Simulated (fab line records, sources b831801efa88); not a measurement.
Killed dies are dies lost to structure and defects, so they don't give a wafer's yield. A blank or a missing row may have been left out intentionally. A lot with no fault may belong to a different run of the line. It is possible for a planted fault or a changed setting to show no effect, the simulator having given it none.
A lot that was struck, set against a sound lot ; flow sfq-line ; 21 steps out of a route of 325
Sound: these wafers, L482.1, L482.2, L482.6. Struck: wafers L488.1, L488.3, L488.5. The cause is named last.
Each step with rows lists, per side, the tool, then ch with its chambers, then its first start. Under that, the readings that differ: sound wafers ; struck wafers ; difference of the means ; sigmas: that difference in standard deviations of wafers without a fault.
alike: readings whose means differ by less than 2 such deviations, and words and numbers that are the same on both sides. not compared: withheld readings, readings that some wafer has no value for, bounds like >300 that may hide the same value, and numbers for which the record gives no deviation and whose values overlap.
A row with sigmas, a row that says differs or no value, or rows on one side alone: a step with any of these is where the two part. Non-overlapping numbers with no deviation appear without sigmas and do not part them. Lack of a reading on every wafer of one side parts them only where that side has two or more wafers.

first, 3 steps without rows for these wafers: SFQ_TRILAYER_M7_LITHO_EXPOSE_178 (exposes mask M7, target cd 500 nm); SFQ_TRILAYER_M7_LITHO_PEB_180 (peb time 60 s); SFQ_TRILAYER_M7_LITHO_DEVELOP_179 (time 60 s).
SFQ_M7_OVL_MEAS_945:
  struck on overlay-02, day 67 00:45; sound on overlay-01, day 66 09:13
  alike: M7_OVL
then, 1 step without rows for these wafers: SFQ_TRILAYER_M7_BARC_OPEN_METAL_ETCH_229 (etches BARC in O2, target depth 125 nm, time 41.7 s).
SFQ_TRILAYER_M7_ETCH_METAL_ETCH_180: etches Nb in Cl2/Ar, stops on SiO2, target depth 240 nm, time 120 s.
  sound on rie-metal-01 ch 0,1, day 66 09:19; struck on rie-metal-01 ch 0,1, day 67 00:50
  alike: drypump-motor-current-A, oes-product-au
  not compared: rf-hours-counter-h
then, 2 steps without rows for these wafers: SFQ_TRILAYER_M7_STRIP_STRIP_181 (strips in O2); SFQ_TRILAYER_M7_STRIP_SOLV_CLEAN_182 (cleans in NMP, time 600 s).
SFQ_TRILAYER_I7_DEP_PECVD_183: deposits SiO2 from SiH4/N2O, time 111.11 s, target thk 500 nm.
  sound on pecvd-04 ch 0,2, day 66 10:13; struck on pecvd-04 ch 0,2, day 67 01:44
  alike: heater-power-w, throttle-valve-pct
SFQ_TRILAYER_I7_CMP_CMP_184: polishes SiO2.
  sound on cmp-01 ch 0,2, day 66 10:20; struck on cmp-02 ch 1,3, day 67 02:25
  alike: motor-current-A, time-to-endpoint-s
SFQ_I7_BOW_MEAS_946:
  struck on film-metro-02, day 67 05:25; sound on film-metro-02, day 66 13:20
  alike: I7_BOW
SFQ_TRILAYER_I7_METRO_MEASURE_185:
  struck on film-metro-02, day 67 05:32; sound on film-metro-02, day 66 13:28
  alike: thk-nm
SFQ_TRILAYER_I7_VIA_LITHO_COAT_192: resist thk 62 nm.
  sound on litho-track-04 ch 0, day 66 14:40; struck on litho-track-04 ch 0, day 67 06:44
reading;sound;struck;difference;sigmas
spin-speed-rpm (rpm);3005.5 3001.7 3002.3;3098.6 3100.8 3100.6;+96.8;+48
model.BARC_of_TRILAYER_I7_VIA_LITHO_COAT_192.thk-nm (nm);62.07 62.02 61.96;60.7 60.57 60.87;-1.3;
  alike: resist-line-temp-C
then, 5 steps without rows for these wafers: SFQ_TRILAYER_I7_VIA_LITHO_COAT_187 (resist thk 650 nm); SFQ_TRILAYER_I7_VIA_LITHO_SOFTBAKE_191; SFQ_TRILAYER_I7_VIA_LITHO_EXPOSE_188 (exposes mask I7, target cd 1000 nm); SFQ_TRILAYER_I7_VIA_LITHO_PEB_190 (peb time 60 s); SFQ_TRILAYER_I7_VIA_LITHO_DEVELOP_189 (time 60 s).
-- the record jumps here: 4 days lie between the struck wafers' starts before and after --
SFQ_I7_OVL_MEAS_947:
  struck on overlay-01, day 71 00:16; sound on overlay-01, day 70 15:52
  alike: I7_OVL
SFQ_TRILAYER_I7_VIA_BARC_OPEN_VIA_ETCH_260: etches BARC in O2, target depth 125 nm, time 41.7 s.
  sound on rie-diel-02 ch 0,2, day 70 15:54; struck on rie-diel-02 ch 0,1,2, day 71 00:18
reading;sound;struck;difference;sigmas
model.etch.depth-nm (nm);62.07 62.02 61.96;60.7 60.57 60.87;-1.3;
  alike: drypump-motor-current-A, oes-product-au
  not compared: rf-hours-counter-h
SFQ_TRILAYER_I7_VIA_ETCH_VIA_ETCH_190: etches SiO2 in CHF3, stops on Nb, target depth 260 nm.
  sound on rie-diel-02 ch 0,2, day 70 15:56; struck on rie-diel-02 ch 0,1,2, day 71 00:20
reading;sound;struck;difference;sigmas
oes-product-au (a.u.);0.867 0.861 0.859;0.848 0.854 0.840;-0.015;-3
  alike: drypump-motor-current-A

WHERE THEY PART
At SFQ_TRILAYER_I7_VIA_LITHO_COAT_192 first; at SFQ_TRILAYER_I7_VIA_ETCH_VIA_ETCH_190 last (within this record only).

WHY: what the simulator had put in
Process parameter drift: litho-track-04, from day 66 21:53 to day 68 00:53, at SFQ_TRILAYER_I7_VIA_LITHO_COAT_192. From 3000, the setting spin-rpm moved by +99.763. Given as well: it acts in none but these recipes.
